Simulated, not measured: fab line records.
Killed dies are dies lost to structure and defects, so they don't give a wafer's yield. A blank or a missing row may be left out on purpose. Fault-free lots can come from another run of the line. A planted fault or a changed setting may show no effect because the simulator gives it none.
Comparing a struck lot with a sound one    flow sky130    25 steps out of a route of 708
Sound: wafers L501.1, L501.4, L501.6. Wafers struck: L503.1, L503.5, L503.6. At the end, the cause is stated.
Each step with rows lists, per side, the tool, then ch with its chambers, then its first start. Under that, the readings that differ: sound wafers    struck wafers    difference of the means    sigmas: that difference in standard deviations of wafers without a fault.
alike: a reading whose means differ by less than 2 such deviations, as well as words and numbers matching on both sides. not compared: withheld readings; readings where some wafer has no value; bounds like >300 that might hide an equal value; numbers whose values overlap and for which the record gives no deviation.
A row with sigmas, a row that says differs or no value, or rows on one side alone: a step with any of these is where the two part. Non-overlapping numbers with no deviation appear without sigmas and do not part them. A reading that every wafer of one side lacks parts them only if that side has two wafers or more.

SKY_NWELL_RS_MEAS_31: the measuring method here is four-point-probe.
  sound: film-metro-04 at day 6 02:22; struck: film-metro-03 at day 6 13:02
  alike: PWDE_RS
then, 7 steps without rows for these wafers: SKY_VT_ADJUST_HVTP_DEHYDRATE_00 (time 60 s); SKY_VT_ADJUST_HVTP_HMDS_01 (prime time 60 s); SKY_VT_ADJUST_HVTP_COAT_02 (resist thk 1140 nm); SKY_VT_ADJUST_HVTP_SOFTBAKE_03 (time 60 s); SKY_VT_ADJUST_HVTP_EXPOSE_04 (exposes mask HVTPM, target cd 380 nm); SKY_VT_ADJUST_HVTP_PEB_05; SKY_VT_ADJUST_HVTP_DEVELOP_06 (develop time 60 s).
SKY_VT_ADJUST_HVTP_CD_MEAS_07: target cd 380 nm.
  sound: cd-sem-01 at day 6 21:10; struck: cd-sem-01 at day 7 09:13
  alike: cd-nm
SKY_VT_ADJUST_HVTP_OVL_MEAS_08:
  sound: overlay-01 at day 6 21:17; struck: overlay-02 at day 7 09:20
reading                  sound           struck       difference  sigmas
VT_ADJUST_HVTP_OVL (nm)  -2.3 -1.0 -1.5  2.9 1.5 4.4  +4.5        +3
next, for these wafers, 1 step has no rows: SKY_VT_ADJUST_HVTP_IMPLANT_09.
SKY_VT_ADJUST_HVTP_STRIP_10: strips in O2/N2.
  sound on plasma-asher-01 ch 0,1, day 6 21:28; struck on plasma-asher-01 ch 0,1, day 7 09:31
reading                                              sound              struck             difference                     sigmas
oes-product-au (a.u.)                                0.716 0.713 0.712  0.939 0.943 0.937  +0.226                         +51
strip-time-to-endpoint-s (s)                         14.19 14.20 14.17  - - -              no value on the struck wafers  
model.NOVOLAK_of_VT_ADJUST_HVTP_COAT_02.thk-nm (nm)  0 0 0              371 369.4 369.7    +370                           
  alike: drypump-motor-current-A
  not compared: rf-hours-counter-h
SKY_VT_ADJUST_HVTP_TW_MEAS_11:
  sound: film-metro-03 at day 6 21:34; struck: film-metro-01 at day 7 09:37
  alike: VT_ADJUST_HVTP_TW
then, 7 steps without rows for these wafers: SKY_VT_ADJUST_LVTN_DEHYDRATE_00 (time 60 s); SKY_VT_ADJUST_LVTN_HMDS_01 (prime time 60 s); SKY_VT_ADJUST_LVTN_COAT_02 (resist thk 3000 nm); SKY_VT_ADJUST_LVTN_SOFTBAKE_03; SKY_VT_ADJUST_LVTN_EXPOSE_04 (exposes mask NWM COMPLEMENT LESS NATIVE, target cd 840 nm); SKY_VT_ADJUST_LVTN_PEB_05; SKY_VT_ADJUST_LVTN_DEVELOP_06 (develop time 60 s).
SKY_VT_ADJUST_LVTN_OVL_MEAS_07:
  sound: overlay-02 at day 7 17:27; struck: overlay-02 at day 8 05:26
  alike: VT_ADJUST_LVTN_OVL
next, for these wafers, 1 step has no rows: SKY_VT_ADJUST_LVTN_IMPLANT_08.
SKY_VT_ADJUST_LVTN_STRIP_09: strips in O2/N2.
  sound on plasma-asher-02 ch 0,1, day 7 17:38; struck on plasma-asher-02 ch 0,1, day 8 05:37
reading                       sound              struck             difference  sigmas
strip-time-to-endpoint-s (s)  37.01 36.93 37.02  42.45 42.33 42.30  +5.37       +45
  alike: drypump-motor-current-A, oes-product-au
  not compared: rf-hours-counter-h
SKY_VT_ADJUST_LVTN_TW_MEAS_10:
  sound: film-metro-04 at day 7 17:44; struck: film-metro-01 at day 8 05:43
reading            sound        struck    difference  sigmas
VT_ADJUST_LVTN_TW  241 242 241  30 30 30  -211        -62
then, 1 step without rows for these wafers: SKY_VT_ADJUST_LVTN_DEHYDRATE_11 (time 60 s).

== WHERE THEY PART ==
First at SKY_VT_ADJUST_HVTP_OVL_MEAS_08; last, within this record, at SKY_VT_ADJUST_LVTN_TW_MEAS_10.

WHY: whatever the simulator had introduced
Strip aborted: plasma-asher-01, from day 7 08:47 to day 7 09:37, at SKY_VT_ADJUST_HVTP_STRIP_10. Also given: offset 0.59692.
